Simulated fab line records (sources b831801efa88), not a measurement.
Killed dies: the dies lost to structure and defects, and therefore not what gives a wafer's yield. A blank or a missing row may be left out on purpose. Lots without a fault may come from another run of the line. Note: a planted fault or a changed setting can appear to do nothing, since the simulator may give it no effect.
What tool caused it?	flow sky130	6 lots with 17 wafers sampled at 4 steps, on a route of 708 steps

## WHAT THE GAUGES SHOWED, per wafer
SKY_SD_P_TW_MEAS_11.
lot	measured	on	SD_P_TW
L722	day 26 01:07	filmMetro-02	2811 2818 2814
L724	day 27 07:05	filmMetro-01	2784 2775 2778
L726	day 28 16:18	filmMetro-02	2807 2809 2818
L728	day 29 14:04	filmMetro-02	2807 2816 2817
L733	day 30 20:17	filmMetro-04	2836 2847 2850
L738	day 31 19:22	filmMetro-01	29 2752

## WHAT TOOL EACH LOT RAN ON (gives the tool, then ch and the chambers of the sampled wafers, and finally the start)
lot	SKY_NWELL_RTA_28	SKY_SPACER_ETCHBACK_02	SKY_SD_P_DEVELOP_06
L722	rtpAnneal-02 ch 0, day 5 18:01	rieDiel-04 ch 0,1,2, day 23 14:23	lithoTrack-02 ch 0, day 26 00:35
L724	rtpAnneal-01 ch 0, day 6 05:51	rieDiel-02 ch 0,1, day 24 20:58	lithoTrack-02 ch 0, day 27 06:29
L726	rtpAnneal-02 ch 0, day 7 03:02	rieDiel-02 ch 0,1, day 26 06:19	lithoTrack-02 ch 0, day 28 15:44
L728	rtpAnneal-01 ch 0, day 8 02:13	rieDiel-02 ch 1,2,3, day 27 05:08	lithoTrack-02 ch 0, day 29 13:32
L733	rtpAnneal-01 ch 0, day 8 23:49	rieDiel-04 ch 1,2,3, day 28 11:21	lithoTrack-01 ch 0, day 30 19:44
L738	rtpAnneal-01 ch 0, day 10 01:02	rieDiel-04 ch 2, day 29 11:55	lithoTrack-02 ch 0, day 31 18:50
- SKY_NWELL_RTA_28: time 30 s.
- SKY_SPACER_ETCHBACK_02: etches Si3N4 in CH3F/O2, stops on SiO2, time 46.7 s, target depth 45 nm.
- SKY_SD_P_DEVELOP_06: develop time 60 s.

## THE ANSWER, worked out from the rows above alone
Rule: usual is defined by the lots themselves. Put in order of their means at a reading, lots are off if they are a third of the lots or fewer, leave a main group of 4 or more, and stand apart from it by a gap of 3 or more times the standard deviation of the main group's means; of several such gaps the widest counts. The tables above print the reading to a certain number of digits; a main group whose means all agree to those digits is not used. A lot without any number at a reading at which 4 lots or more have one is off too. Any other lot the step has rows for is counted as sound.
Off: at SKY_SD_P_TW_MEAS_11 (SD_P_TW), L738. Main group: mean 2812, sd 21.
A tool fits if, at a process step before that reading, it ran every lot that is off, and no sound lot after the first of them. Those tools and the gauges at SKY_SD_P_TW_MEAS_11 are tried in the same way. Can't be told from this: 4 tools fit, rtpAnneal-01 at SKY_NWELL_RTA_28, rieDiel-04 at SKY_SPACER_ETCHBACK_02, lithoTrack-02 at SKY_SD_P_DEVELOP_06, filmMetro-01 at SKY_SD_P_TW_MEAS_11.

## WHAT HAD BEEN PUT IN BY THE SIMULATOR
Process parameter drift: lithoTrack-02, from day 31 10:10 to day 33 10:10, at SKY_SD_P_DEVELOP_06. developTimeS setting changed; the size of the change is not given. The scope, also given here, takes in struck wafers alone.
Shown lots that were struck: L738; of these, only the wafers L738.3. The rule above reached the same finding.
